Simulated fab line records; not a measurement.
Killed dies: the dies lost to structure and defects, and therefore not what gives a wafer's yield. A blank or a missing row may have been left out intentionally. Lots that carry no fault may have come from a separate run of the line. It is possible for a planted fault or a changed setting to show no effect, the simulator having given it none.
Which tool was responsible? :: flow sfqLine :: Sampling: 7 lots, 21 wafers, 3 of 325 route steps

== WHAT THE GAUGES SHOWED, per wafer ==
SFQ_R5_THK_MEAS_934: measures by xrf.
lot: L616
measured: day 51 02:19
on: filmMetro-04
R5_MONX_THK (nm): 39.0 39.7 39.0

lot: L618
measured: day 51 07:13
on: filmMetro-01
R5_MONX_THK (nm): 41.0 40.5 40.5

lot: L624
measured: day 56 06:19
on: filmMetro-04
R5_MONX_THK (nm): 39.8 39.1 38.9

lot: L627
measured: day 58 09:43
on: filmMetro-02
R5_MONX_THK (nm): 40.0 39.8 39.7

lot: L632
measured: day 64 01:56
on: filmMetro-01
R5_MONX_THK (nm): 40.4 39.6 39.4

lot: L634
measured: day 64 04:56
on: filmMetro-04
R5_MONX_THK (nm): 39.6 40.3 39.9

lot: L638
measured: day 69 20:26
on: filmMetro-01
R5_MONX_THK (nm): 40.5 40.1 39.6

== TOOL THAT RAN EACH LOT (tool first, then ch and the chambers of the sampled wafers, then the start) ==
lot: L616
SFQ_TRILAYER_L0_VIA_LITHO_PEB_016: lithoTrack-04 ch 0, day 8 03:58
SFQ_TRILAYER_R5_DEP_SPUTTER_134: pvdSputter-04, day 51 02:10

lot: L618
SFQ_TRILAYER_L0_VIA_LITHO_PEB_016: lithoTrack-01 ch 0, day 8 23:07
SFQ_TRILAYER_R5_DEP_SPUTTER_134: pvdSputter-03, day 51 07:05

lot: L624
SFQ_TRILAYER_L0_VIA_LITHO_PEB_016: lithoTrack-02 ch 0, day 10 19:54
SFQ_TRILAYER_R5_DEP_SPUTTER_134: pvdSputter-06, day 56 06:11

lot: L627
SFQ_TRILAYER_L0_VIA_LITHO_PEB_016: lithoTrack-02, day 11 15:16
SFQ_TRILAYER_R5_DEP_SPUTTER_134: pvdSputter-06, day 58 09:33

lot: L632
SFQ_TRILAYER_L0_VIA_LITHO_PEB_016: lithoTrack-02 ch 0, day 13 06:49
SFQ_TRILAYER_R5_DEP_SPUTTER_134: pvdSputter-03, day 64 01:47

lot: L634
SFQ_TRILAYER_L0_VIA_LITHO_PEB_016: lithoTrack-04 ch 0, day 13 20:03
SFQ_TRILAYER_R5_DEP_SPUTTER_134: pvdSputter-06, day 64 04:47

lot: L638
SFQ_TRILAYER_L0_VIA_LITHO_PEB_016: lithoTrack-02 ch 0, day 14 22:38
SFQ_TRILAYER_R5_DEP_SPUTTER_134: pvdSputter-03, day 69 20:17
- SFQ_TRILAYER_L0_VIA_LITHO_PEB_016: peb time 60 s.
- SFQ_TRILAYER_R5_DEP_SPUTTER_134: material Ti, target thk 5 nm, time 5 s.

== THE ANSWER, worked out from the rows above alone ==
Rule: usual is defined by the lots themselves. The widest of any qualifying gaps counts: lots, ordered by their means at a reading, are off when they make up no more than a third of the lots, leave a main group of 4 or more, and stand apart from it by 3 or more times the standard deviation of that group's means. Not used: any main group whose means are identical at the precision the tables above print for the reading. Also off: a lot with no number at a reading for which 4 or more lots have one. All remaining lots with rows at the step are treated as sound.
No lot is off on any of the readings shown, so nothing can be concluded from this.

== WHAT THE SIMULATOR HAD PUT IN ==
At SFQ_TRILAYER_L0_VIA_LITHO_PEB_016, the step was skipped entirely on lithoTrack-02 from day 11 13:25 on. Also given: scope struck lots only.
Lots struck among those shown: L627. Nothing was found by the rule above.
